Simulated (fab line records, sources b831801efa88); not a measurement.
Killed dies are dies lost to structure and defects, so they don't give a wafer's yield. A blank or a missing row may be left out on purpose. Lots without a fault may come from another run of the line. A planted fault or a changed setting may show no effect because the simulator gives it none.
fab line records | flow gf180mcu
record lots=5 wafers=23
route steps=602 shown PASSIVATION@587
start_h: hours from the record's first day to the start of the lot's first wafer shown | wait_h: hours since the lot's step before | " the same as in the row above | L1.1+2: a row that stands for several wafers | - no value, or no start given | * or withheld: withheld | < > ~ a bound
route shown NAME@n: a module of which the file shows steps, and the number in the route of the first | usual: mean/standard deviation of fault-free wafers | same: alike in all rows | chamber/n: place in a boat | sites: the reading at each site | _std_site: their standard deviation | _edge_site: outer sites' mean less inner sites' | radius_mm: how far each site lies from the wafer's centre | mask NAME#n: copy n | behind: the tool/chamber that last shaped the wafer | hold: why the lot was held/for how many hours/how that ended | device: the transistor (n, p or np) that didn't switch | end of line: the same wafers' tests at the end of the route | a step without rows: its recipe alone | killed: dies lost to structure and defects at the first sort, not the wafer's yield | map: a wafer's dies, x killed, . not, _ none there
set.NAME: the setting as run; set.NAME@STEP: as run at that earlier step | model.NAME: the simulator's own value behind a step, which no gauge read
lots whose settings were changed on purpose; a table a step, a row a wafer
## steps
# step GF_PASSIVATION_CVD_00
# recipe material=SiO2 target_thk_nm=1000 precursor=TEOS temp_c=400 time_s=111.95 rf_w=600
# columns lot.wafer tool chamber start_h wait_h set.time_s model.SiO2_of_PASSIVATION_CVD_00.thk_nm
L079.1 pecvd-04 0 692.61 0.0 111.95 1011
L079.3+4 " 1 " " 111.95 1020
L079.5 " 0 " " 111.95 1024
L079.6 " 2 " " 111.95 1016
L081.1 pecvd-04 1 706.85 0.0 107.4 952.3
L081.2 " 0 " " 107.4 951
L081.3 " 2 " " 111.95 999
L081.5 " 2 " " 111.95 1009
L081.6 " 0 " " 107.4 970.1
L080.1 pecvd-04 2 712.92 0.0 111.95 1003
L080.2 " 1 " " 104.6 939.3
L080.3 " 0 " " 104.6 948
L080.4 " 0 " " 111.95 1007
L080.5 " 2 " " 111.95 1008
L082.1 pecvd-03 1 721.13 0.0 111.95 974.7
L082.2 " 2 " " 117.9 1030
L082.3 " 0 " " 117.9 1052
L082.4 " 0 " " 117.9 1053
L082.5 " 1 " " 111.95 998.6
L085.3 pecvd-04 0 735.99 0.0 111.95 990
L085.4 " 1 " " 111.95 994.3
L085.6 " 2 " " 111.95 1004
# step GF_PASSIVATION_THK_MEAS_01
# recipe reads=SiO2_of_PASSIVATION_CVD_00
# usual PASSIVATION_CVD_00_THK=1002/13
# columns lot.wafer tool chamber start_h wait_h set.time_s@PASSIVATION_CVD_00 PASSIVATION_CVD_00_THK[nm]
L079.1 film_metro-03 - 692.69 0.0 111.95 1011
L079.3 " - " " 111.95 1019
L079.4 " - " " 111.95 1021
L079.5 " - " " 111.95 1024
L079.6 " - " " 111.95 1015
L081.1 film_metro-02 - 706.93 0.0 107.4 952
L081.2 " - " " 107.4 951
L081.3 " - " " 111.95 999
L081.5 " - " " 111.95 1008
L081.6 " - " " 107.4 970
L080.1 film_metro-03 - 713.00 0.0 111.95 1003
L080.2 " - " " 104.6 940
L080.3 " - " " 104.6 948
L080.4 " - " " 111.95 1008
L080.5 " - " " 111.95 1007
L082.1 film_metro-01 - 721.21 0.0 111.95 975
L082.2 " - " " 117.9 1030
L082.3 " - " " 117.9 1052
L082.4 " - " " 117.9 1053
L082.5 " - " " 111.95 998
L085.3 film_metro-02 - 736.09 0.1 111.95 990
L085.4 " - " " 111.95 995
L085.6 " - " " 111.95 1004
# step GF_PASSIVATION_ETCH_11
# recipe chemistry=CF4/O2 target_depth_nm=1800 stop_on=TiN source_w=800 bias_w=150 pressure_mtorr=150 cf4_flow_sccm=80 O2_flow_sccm=10 time_s=400
# usual oes_product_au=0.962/0.0075
# columns lot.wafer tool chamber start_h wait_h set.bias_w set.time_s@PASSIVATION_CVD_00 oes_product_au model.PASSIVATION.feature_depth_nm
L079.1 rie_diel-04 1 710.58 - 135.6 111.95 0.951 1703
L079.3 " 0 " " 150 111.95 0.965 1729
L079.4 " 3 " " 150 111.95 0.971 1738
L079.5 " 2 " " 135.6 111.95 0.970 1728
L079.6 " 3 " " 150 111.95 0.968 1716
L081.1 rie_diel-03 2 724.63 - 164.7 107.4 0.941 1652
L081.2 " 0 " " 150 107.4 0.944 1652
L081.3 " 3 " " 150 111.95 0.960 1685
L081.5 " 2 " " 164.7 111.95 0.969 1710
L081.6 " 3 " " 150 107.4 0.949 1679
L080.1 rie_diel-04 2 731.46 - 139.2 111.95 0.969 1697
L080.2 " 3 " " 139.2 104.6 0.936 1628
L080.3 " 0 " " 150 104.6 0.941 1634
L080.4 " 2 " " 150 111.95 0.965 1706
L080.5 " 3 " " 139.2 111.95 0.970 1714
L082.1 rie_diel-03 1 739.22 - 134 111.95 0.946 1663
L082.2 " 3 " " 150 117.9 0.976 1729
L082.3 " 2 " " 134 117.9 0.974 1747
L082.4 " 0 " " 150 117.9 0.990 1755
L082.5 " 1 " " 150 111.95 0.963 1699
L085.3 rie_diel-04 1 753.26 - 150 111.95 0.955 1682
L085.4 " 3 " " 150 111.95 0.964 1695
L085.6 " 3 " " 150 111.95 0.968 1712
## key
split step=GF_PASSIVATION_CVD_00 setting=time_s stated=111.95 by=wafer
response step=GF_PASSIVATION_CVD_00 reading=model.SiO2_of_PASSIVATION_CVD_00.thk_nm change=+10.3 per=1% r=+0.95
response step=GF_PASSIVATION_THK_MEAS_01 reading=PASSIVATION_CVD_00_THK change=+10.3 per=1% r=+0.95
response step=GF_PASSIVATION_ETCH_11 reading=oes_product_au change=+0.00464 per=1% r=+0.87
response step=GF_PASSIVATION_ETCH_11 reading=model.PASSIVATION.feature_depth_nm change=+11.1 per=1% r=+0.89
split step=GF_PASSIVATION_ETCH_11 setting=bias_w stated=150 by=wafer
response none clear
